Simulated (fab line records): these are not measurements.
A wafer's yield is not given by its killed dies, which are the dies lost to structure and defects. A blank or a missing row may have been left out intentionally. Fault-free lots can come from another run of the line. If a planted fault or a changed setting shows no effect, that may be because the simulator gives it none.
Matching of chambers	flow gf180mcu	pecvd-03 running GF_CONTACT_CVD_02: 3 sister chambers
The step deposits SiO2 from TEOS, target thk 860 nm, time 95.992 s. 6 wafers are shown with their chamber, then 7 later ones without.

## WAFERS PAIRED WITH THEIR CHAMBERS
wafer	chamber	heater_power_w (W)
L937.5	0	603
L942.2	2	427
L942.4	0	684
L942.5	2	465
L949.2	1	514
L949.4	1	544

## WAFERS WHOSE CHAMBER IS MISSING
wafer	heater_power_w (W)
L949.6	609
L954.2	403
L954.4	504
L954.6	446
L955.4	600
L955.5	456
L955.6	757

## WHICH CHAMBER EACH WENT THROUGH
wafer	from the rows above	in truth
L949.6	can't be placed: 0 or 1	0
L954.2	2	2
L954.4	can't be placed: 1 or 2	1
L954.6	2	2
L955.4	can't be placed: 0 or 1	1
L955.5	can't be placed: 2 or 1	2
L955.6	0	0
Placed correctly: 3 of 7. Not placeable from these rows: 4 (in 4, the candidates include the true chamber). Number placed wrongly: 0.
How it was worked out, from the rows above alone: a wafer's distance from a chamber is the root of the sum, over the readings, of the square of ((its reading less the chamber's mean) divided by the reading's scatter). If the next closest chamber is less than 2 further off than the closest, the wafer can't be placed; otherwise it belongs to the closest. For every chamber, the mean is computed from those of its wafers that are shown. The scatter: the root of (the sum of the squares of (reading less its chamber's mean) over the shown wafers, divided by (wafers less chambers)).
